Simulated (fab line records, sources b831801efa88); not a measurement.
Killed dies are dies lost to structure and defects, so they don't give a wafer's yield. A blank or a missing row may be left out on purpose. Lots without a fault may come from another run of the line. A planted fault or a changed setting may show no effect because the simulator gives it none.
Chamber matching | flow gf180mcu | GF_M5_ETCH_09 on rie_diel-04: 4 sister chambers
The step etches Si3N4 in CF4/O2, target depth 52 nm, time 11.6 s. 7 wafers are shown with their chamber, then 7 later ones without.

WAFERS WITH THEIR CHAMBER
wafer  | chamber | oes_product_au (a.u.) | throttle_valve_pct (%)
L225.4 | 3       | 1.006                 | 5.974
L229.1 | 0       | 1.012                 | 5.983
L229.6 | 1       | 0.986                 | 5.953
L231.1 | 0       | 1.006                 | 5.984
L231.3 | 1       | 0.988                 | 5.971
L233.3 | 2       | 1.014                 | 5.977
L233.5 | 2       | 1.008                 | 5.983

WAFERS WITHOUT THEIR CHAMBER
wafer  | oes_product_au (a.u.) | throttle_valve_pct (%)
L233.6 | 0.990                 | 5.959
L241.3 | 0.994                 | 5.970
L241.4 | 1.012                 | 5.976
L241.5 | 1.014                 | 5.947
L243.1 | 1.005                 | 5.951
L243.4 | 0.994                 | 5.969
L243.6 | 0.982                 | 5.969

WHICH CHAMBER EACH WENT THROUGH
wafer  | from the rows above          | in truth
L233.6 | 1                            | 1
L241.3 | can't be placed: 1 or 3      | 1
L241.4 | can't be placed: 2 or 0 or 3 | 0
L241.5 | can't be placed: 3 or 2 or 0 | 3
L243.1 | can't be placed: 3 or 2 or 0 | 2
L243.4 | can't be placed: 1 or 3      | 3
L243.6 | 1                            | 1
Placed correctly: 2 of 7. Can't be placed from these rows: 5 (the true chamber is among the candidates in 5). Placed wrongly: 0.
How it was worked out, from the rows above alone: a wafer's distance from a chamber is the root of the sum, over the readings, of the square of ((its reading less the chamber's mean) divided by the reading's scatter). The wafer belongs to the nearest chamber; if the next one is less than 2 further off, it can't be placed. A chamber's mean is the mean of its shown wafers. The scatter: the root of (the sum of the squares of (reading less its chamber's mean) over the shown wafers, divided by (wafers less chambers)).
